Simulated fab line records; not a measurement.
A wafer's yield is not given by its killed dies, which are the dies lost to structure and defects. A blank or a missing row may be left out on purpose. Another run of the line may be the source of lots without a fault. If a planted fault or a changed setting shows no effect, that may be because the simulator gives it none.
fab line records	flow sky130
[record] lots = 13	wafers = 38	last-day = 49
route steps=708 shown METAL2@484 VIA2@515 PAD_OPEN@708
lots with no fault: from the same line, run without faults
start-h: start of the lot's first displayed wafer, in hours after the record's first day	wait-h: hours since the lot's step before	" unchanged from the row above	L1.1+2: a single row standing in for several wafers	- no value, or no start was given	* or withheld: withheld	< > ~ a bound
route shown NAME@n: a module of which the file shows steps, and the number in the route of the first	usual: mean/standard deviation of fault-free wafers	same: alike in all rows	chamber/n: place in a boat	sites: the reading at each site	_std_site: standard deviation of those values	_edge_site: the outer-site mean with the inner-site mean subtracted	radius-mm: how far each site lies from the wafer's centre	mask NAME#n: copy n	behind: tool/chamber where the wafer was last shaped	hold: cause of the lot's hold/its duration in hours/its outcome	device: the n, p or np transistor that did not switch	end of line: tests run on the same wafers once the route is complete	step lacking rows: just its recipe	killed: count of dies lost to structure and defects at first sort (not the wafer's yield)	map: a wafer's dies, marking killed ones x, the rest . and places with no die _
set.NAME: the setting that was run; set.NAME@STEP: the one run at that earlier step	model.NAME: the simulator's own value behind a step, which no gauge read
one table for each step of the route and one row for each wafer, over a sample of lots
services: when a tool's chamber went out of use (start-h, in hours from the record's first day, below 0 if earlier), for how many hours, and the reason
[[steps]]
[step SKY_METAL2_SPUTTER_01]
[recipe] material = TiN	target-thk-nm = 20	power-w = 6500	time-s = 16.7	chamber-pressure-pa = 0.4
[usual] throttle-valve-pct = 29.7/0.98
lot.wafer	tool	chamber	start-h	wait-h	throttle-valve-pct
L849.1	pvd-sputter-02	-	781.68	0.0	30.3
L849.4	"	-	"	"	29.4
L849.5	"	-	"	"	28.8
L851.1	pvd-sputter-02	-	815.45	0.0	30.1
L851.2	"	-	"	"	29.0
L851.6	"	-	"	"	30.3
L852.4	pvd-sputter-02	-	820.96	0.0	30.3
L852.5	"	-	"	"	30.0
L852.6	"	-	"	"	28.7
L853.1	pvd-sputter-03	-	823.66	0.0	28.5
L853.2	"	-	"	"	31.5
L853.5	"	-	"	"	30.6
L854.1	pvd-sputter-02	-	832.45	0.0	30.2
L854.3	"	-	"	"	29.1
L854.6	"	-	"	"	30.2
L855.1	pvd-sputter-01	-	845.13	0.0	29.8
L855.4	"	-	"	"	29.1
L855.6	"	-	"	"	29.6
L856.2	pvd-sputter-03	-	852.28	0.0	31.8
L856.5	"	-	"	"	28.6
L856.6	"	-	"	"	30.1
L857.1	pvd-sputter-02	-	858.75	0.0	30.0
L857.3	"	-	"	"	29.2
L857.5	"	-	"	"	29.5
L858.2	pvd-sputter-03	-	861.46	0.0	28.6
L858.3	"	-	"	"	31.9
L858.5	"	-	"	"	30.4
L861.1	pvd-sputter-02	-	880.01	0.0	30.3
L861.2	"	-	"	"	29.6
L861.5	"	-	"	"	29.1
L862.2	pvd-sputter-02	-	893.28	0.0	28.6
L862.3	"	-	"	"	29.3
L862.6	"	-	"	"	28.8
L863.2	pvd-sputter-01	-	895.48	0.0	27.9
L863.3	"	-	"	"	29.8
L863.4	"	-	"	"	29.5
L867.2	pvd-sputter-03	-	931.09	0.0	31.7
L867.4	"	-	"	"	28.5
[step SKY_METAL2_THK_MEAS_06]
[recipe] thk-meas-gauge = xrf	reads = AlCu_of_METAL2_SPUTTER_02
[usual] METAL2_ALCU_THK = 248.3/2.3
lot.wafer	tool	chamber	start-h	wait-h	METAL2_ALCU_THK[nm]
L849.1	film-metro-02	-	781.92	0.1	250.6
L849.4	"	-	"	"	250.2
L849.5	"	-	"	"	247.6
L851.1	film-metro-03	-	815.69	0.1	249.9
L851.2	"	-	"	"	249.3
L851.6	"	-	"	"	248.3
L852.4	film-metro-03	-	821.22	0.1	248.3
L852.5	"	-	"	"	248.5
L852.6	"	-	"	"	249.5
L853.1	film-metro-03	-	823.90	0.1	251.2
L853.2	"	-	"	"	248.5
L853.5	"	-	"	"	248.4
L854.1	film-metro-02	-	832.69	0.1	245.1
L854.3	"	-	"	"	244.9
L854.6	"	-	"	"	247.0
L855.1	film-metro-02	-	845.36	0.1	247.6
L855.4	"	-	"	"	245.2
L855.6	"	-	"	"	251.2
L856.2	film-metro-03	-	852.52	0.1	247.2
L856.5	"	-	"	"	247.8
L856.6	"	-	"	"	249.3
L857.1	film-metro-03	-	858.99	0.1	247.8
L857.3	"	-	"	"	251.0
L857.5	"	-	"	"	252.2
L858.2	film-metro-02	-	861.71	0.1	245.9
L858.3	"	-	"	"	244.2
L858.5	"	-	"	"	245.7
L861.1	film-metro-03	-	880.25	0.1	246.0
L861.2	"	-	"	"	246.6
L861.5	"	-	"	"	248.2
L862.2	film-metro-02	-	893.53	0.1	248.9
L862.3	"	-	"	"	248.9
L862.6	"	-	"	"	249.3
L863.2	film-metro-02	-	895.73	0.1	248.2
L863.3	"	-	"	"	246.1
L863.4	"	-	"	"	245.8
L867.2	film-metro-03	-	931.34	0.1	249.9
L867.4	"	-	"	"	250.4
[step SKY_VIA2_SOFTBAKE_08]
[recipe] temp-c = 100	time-s = 90	resist = KrF-thick
[usual] chill-plate-temp-C = 22.98/0.1	heater-power-total-W = 57.36/0.13	run-length-s = 119.15/0.19
lot.wafer	tool	chamber	start-h	wait-h	chill-plate-temp-C	heater-power-total-W	run-length-s
L849.1	litho-track-02	0	823	-	23.05	57.45	118.88
L849.4	"	0	"	"	22.90	57.17	118.87
L849.5	"	0	"	"	22.86	57.35	119.06
L851.1	litho-track-02	0	855	-	22.92	57.36	118.98
L851.2	"	0	"	"	22.98	57.20	119.21
L851.6	"	0	"	"	23.01	57.51	118.84
L852.4	litho-track-02	0	861	-	23.08	57.54	118.84
L852.5	"	0	"	"	22.95	57.27	118.92
L852.6	"	0	"	"	23.03	57.26	118.91
L853.1	litho-track-03	0	863	-	22.90	57.34	119.42
L853.2	"	0	"	"	23.01	57.58	119.30
L853.5	"	0	"	"	22.77	57.20	119.10
L854.1	litho-track-02	0	874	-	23.00	57.30	118.91
L854.3	"	0	"	"	23.11	57.29	119.15
L854.6	"	0	"	"	23.17	57.33	118.84
L855.1	litho-track-01	0	884	-	22.94	57.48	119.30
L855.4	"	0	"	"	22.91	57.56	119.21
L855.6	"	0	885	-	22.87	57.56	119.29
L856.2	litho-track-03	0	892	-	22.99	57.25	119.19
L856.5	"	0	"	"	23.04	57.47	119.12
L856.6	"	0	"	"	23.10	57.38	119.08
L857.1	litho-track-02	0	899	-	23.01	57.30	118.87
L857.3	"	0	"	"	22.88	57.22	118.95
L857.5	"	0	"	"	23.10	57.29	119.00
L858.2	litho-track-01	0	901	-	23.09	57.49	119.26
L858.3	"	0	"	"	23.14	57.50	119.53
L858.5	"	0	"	"	23.10	57.39	119.29
L861.1	litho-track-01	0	919	-	22.91	57.12	119.32
L861.2	"	0	"	"	23.06	57.47	119.28
L861.5	"	0	920	-	23.02	57.45	119.32
L862.2	litho-track-01	0	932	-	22.91	57.39	119.33
L862.3	"	0	"	"	22.88	57.13	119.24
L862.6	"	0	"	"	22.91	57.49	119.32
L863.2	litho-track-03	0	933	-	22.88	57.40	119.16
L863.3	"	0	"	"	22.77	57.31	119.15
L863.4	"	0	"	"	22.97	57.22	119.18
L867.2	litho-track-01	0	969	-	23.03	57.26	119.19
L867.4	"	0	"	"	22.88	79.86	62.57
[step SKY_VIA2_OVL_MEAS_13]
[usual] VIA2_OVL = 1/5.5
lot.wafer	tool	chamber	start-h	wait-h	VIA2_OVL[nm]
L849.1	overlay-01	-	836.64	0.1	2
L849.4	"	-	"	"	7
L849.5	"	-	"	"	0
L851.1	overlay-01	-	868.99	0.1	-2
L851.2	"	-	"	"	7
L851.6	"	-	"	"	1
L852.4	overlay-01	-	874.81	0.1	5
L852.5	"	-	"	"	-7
L852.6	"	-	"	"	-1
L853.1	overlay-02	-	876.20	0.1	8
L853.2	"	-	"	"	2
L853.5	"	-	"	"	8
L854.1	overlay-02	-	886.99	0.1	0
L854.3	"	-	"	"	0
L854.6	"	-	"	"	-1
L855.1	overlay-02	-	898.39	0.1	0
L855.4	"	-	"	"	-4
L855.6	"	-	"	"	-2
L856.2	overlay-02	-	904.65	0.1	7
L856.5	"	-	"	"	7
L856.6	"	-	"	"	10
L857.1	overlay-02	-	910.74	0.1	-17
L857.3	"	-	"	"	-5
L857.5	"	-	"	"	-3
L858.2	overlay-02	-	913.86	0.1	-6
L858.3	"	-	"	"	-2
L858.5	"	-	"	"	-14
L861.1	overlay-02	-	931.95	0.1	1
L861.2	"	-	"	"	0
L861.5	"	-	"	"	-6
L862.2	overlay-01	-	945.30	0.1	8
L862.3	"	-	"	"	0
L862.6	"	-	"	"	4
L863.2	overlay-02	-	946.41	0.1	1
L863.3	"	-	"	"	-3
L863.4	"	-	"	"	-1
L867.2	overlay-02	-	980.81	0.1	10
L867.4	"	-	"	"	11
[step SKY_PAD_OPEN_PROBE_99]
[usual] defect-limited-yield = 82.4/1.8	killed_at_M0_to_M3 = 45/6.8	killed_at_M4_up = 3.2/1.6	killed-at-contacts = 24/5.1	killed-at-front-end = 14/4.4	killed-at-other = 0.4/0.65	killed-dies = 87/8.8	killed-open = 47/7.2	killed-short = 39/6.1	sort_bin_3_pad_short = 0.9/0.38	sort_bin_5_function = 10.4/1.5	sort_bin_6_memory = 6.4/1.1	sort-n-pass = 405/8.8	sort-yield-pct = 82.4/1.8
[same] gross-dies = 492	killed-at-back-side = 0	sort_bin_4_leakage[%] = 0	sort_bin_8_speed[%] = 0
lot.wafer	tool	chamber	start-h	wait-h	defect-limited-yield[%]	killed_at_M0_to_M3	killed_at_M4_up	killed-at-contacts	killed-at-front-end	killed-at-other	killed-dies	killed-open	killed-short	sort_bin_3_pad_short[%]	sort_bin_5_function[%]	sort_bin_6_memory[%]	sort-n-pass	sort-yield-pct[%]
L853.1	prober-02	-	1099.10	0.1	84.3	44	2	18	13	0	77	41	36	0.6	8.9	6.1	415	84.3
L853.2	prober-02	-	1099.15	0.1	79.9	50	2	35	12	0	99	53	46	0.4	11.2	8.5	393	79.9
L853.5	prober-02	-	1099.30	0.2	85.4	43	2	13	13	1	72	30	42	0.4	9.3	4.9	420	85.4
L854.1	prober-01	-	1104.90	0.1	84.6	45	2	23	5	1	76	33	42	1.0	9.1	5.3	416	84.6
L854.3	prober-01	-	1105.00	0.2	81.5	50	4	30	7	0	91	51	40	0.8	10.2	7.5	401	81.5
L854.6	prober-01	-	1105.15	0.2	79.9	51	2	27	16	3	99	46	50	1.4	10.6	8.1	393	79.9
L858.2	prober-01	-	1126.39	0.1	82.9	52	0	21	11	0	84	46	38	0.4	10.8	5.9	408	82.9
L858.3	prober-01	-	1126.44	0.2	85.8	41	3	19	6	1	70	41	29	1.2	8.1	4.9	422	85.8
L858.5	prober-01	-	1126.54	0.2	82.3	46	4	23	12	2	87	52	35	0.8	10.8	6.1	405	82.3
L861.1	prober-01	-	1143.41	0.1	83.7	37	3	26	14	0	80	41	39	1.0	7.9	7.3	412	83.7
L861.2	prober-01	-	1143.46	0.1	85.2	42	4	16	10	1	73	43	29	0.6	8.3	5.9	419	85.2
L861.5	prober-01	-	1143.61	0.2	81.9	48	1	24	16	0	89	57	32	1.0	10.4	6.7	403	81.9
// killed by level:class
L853.1 VIA3:geometric-particle:open=8 CONTACT:geometric-particle:open=7 VIA1:geometric-particle:open=7 CONTACT:geometric-particle:short=6 FIELD_ISO:geometric-particle:open=5 METAL2:geometric-particle:short=5 LI_CONTACT:geometric-particle:open=4 METAL1:geometric-particle:short=4
L853.2 CONTACT:geometric-particle:open=15 VIA1:geometric-particle:open=8 METAL2:geometric-particle:short=7 METAL1:geometric-particle:short=7 VIA2:geometric-particle:open=7 LI_CONTACT:geometric-particle:open=6 VIA1:geometric-particle:short=6 VIA3:geometric-particle:open=6
L853.5 METAL1:geometric-particle:short=14 VIA1:geometric-particle:open=8 FIELD_ISO:geometric-particle:short=7 LI_CONTACT:geometric-particle:open=7 FIELD_ISO:geometric-particle:open=4 METAL2:geometric-particle:short=4 VIA3:geometric-particle:open=4 VIA2:geometric-particle:open=3
L854.1 METAL1:geometric-particle:short=8 LI_CONTACT:geometric-particle:open=7 CONTACT:geometric-particle:open=7 VIA3:geometric-particle:open=6 VIA1:geometric-particle:open=6 VIA3:geometric-particle:short=5 VIA2:geometric-particle:open=4 LOCAL_INTERCONNECT:geometric-particle:short=4
L854.3 VIA3:geometric-particle:open=13 CONTACT:geometric-particle:open=13 METAL2:geometric-particle:short=9 LI_CONTACT:geometric-particle:open=7 CONTACT:geometric-particle:short=7 VIA1:geometric-particle:open=5 VIA1:geometric-particle:short=4 VIA3:geometric-particle:short=4
L854.6 CONTACT:geometric-particle:open=16 METAL2:geometric-particle:short=8 CONTACT:geometric-particle:short=7 VIA2:geometric-particle:open=7 VIA1:geometric-particle:open=7 METAL3:geometric-particle:short=6 VIA1:geometric-particle:short=6 FIELD_ISO:geometric-particle:short=4
L858.2 VIA1:geometric-particle:open=12 VIA2:geometric-particle:open=10 CONTACT:geometric-particle:open=9 VIA1:geometric-particle:short=5 VIA3:geometric-particle:open=5 LI_CONTACT:geometric-particle:open=4 METAL2:geometric-particle:short=4 VIA2:geometric-particle:short=4
L858.3 VIA2:geometric-particle:open=10 VIA1:geometric-particle:open=8 CONTACT:geometric-particle:open=7 VIA3:geometric-particle:open=6 METAL1:geometric-particle:short=4 LOCAL_INTERCONNECT:geometric-particle:short=4 FIELD_ISO:geometric-particle:open=3 LI_CONTACT:geometric-particle:open=3
L858.5 VIA2:geometric-particle:open=11 CONTACT:geometric-particle:open=11 VIA3:geometric-particle:open=8 VIA1:geometric-particle:open=6 VIA1:geometric-particle:short=6 LI_CONTACT:geometric-particle:open=5 POLY_GATE:geometric-particle:open=4 FIELD_ISO:geometric-particle:short=3
L861.1 LI_CONTACT:geometric-particle:open=9 CONTACT:geometric-particle:open=9 VIA1:geometric-particle:open=7 METAL3:geometric-particle:short=6 POLY_GATE:geometric-particle:short=5 POLY_GATE:geometric-particle:open=4 METAL1:geometric-particle:short=4 VIA2:geometric-particle:short=4
L861.2 VIA3:geometric-particle:open=11 VIA1:geometric-particle:open=7 LI_CONTACT:geometric-particle:open=6 VIA2:geometric-particle:open=6 POLY_GATE:geometric-particle:short=5 METAL3:geometric-particle:short=5 CONTACT:geometric-particle:open=4 METAL1:geometric-particle:short=4
L861.5 VIA3:geometric-particle:open=13 VIA1:geometric-particle:open=9 LI_CONTACT:geometric-particle:open=8 LOCAL_INTERCONNECT:geometric-particle:short=8 VIA2:geometric-particle:open=8 CONTACT:geometric-particle:open=6 POLY_GATE:geometric-particle:open=4 POLY_GATE:geometric-particle:short=4
[[services]]
tool	chamber	start-h	hours	kind
pvd-sputter-02	-	806.54	1.6	repair
pvd-sputter-01	-	912.02	5.0	repair
pvd-sputter-01	-	962.70	3.1	repair
[[key]]
[first-sign] step = SKY_VIA2_SOFTBAKE_08	reading = run-length-s	direction = down	sigmas = 99+	usual = *	struck = *
[effect] step = SKY_VIA2_SOFTBAKE_08	reading = heater-power-total-W	direction = up	sigmas = 99+	usual = *	struck = *
met-at SKY_VIA2_SOFTBAKE_08
struck-lots L867
struck-wafers L867.4
not-acting-at SKY_METAL2_SPUTTER_01,SKY_METAL2_THK_MEAS_06,SKY_VIA2_OVL_MEAS_13
onset-between 932 969
[fault] kind = process-parameter-drift	tool = litho-track-01	chamber = -	onset-h = 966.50	steps = SKY_VIA2_SOFTBAKE_08	channel = time-s	offset = *	shape = step	end-h = 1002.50	scope = struck-wafers-only	acts-in = *	stated = *
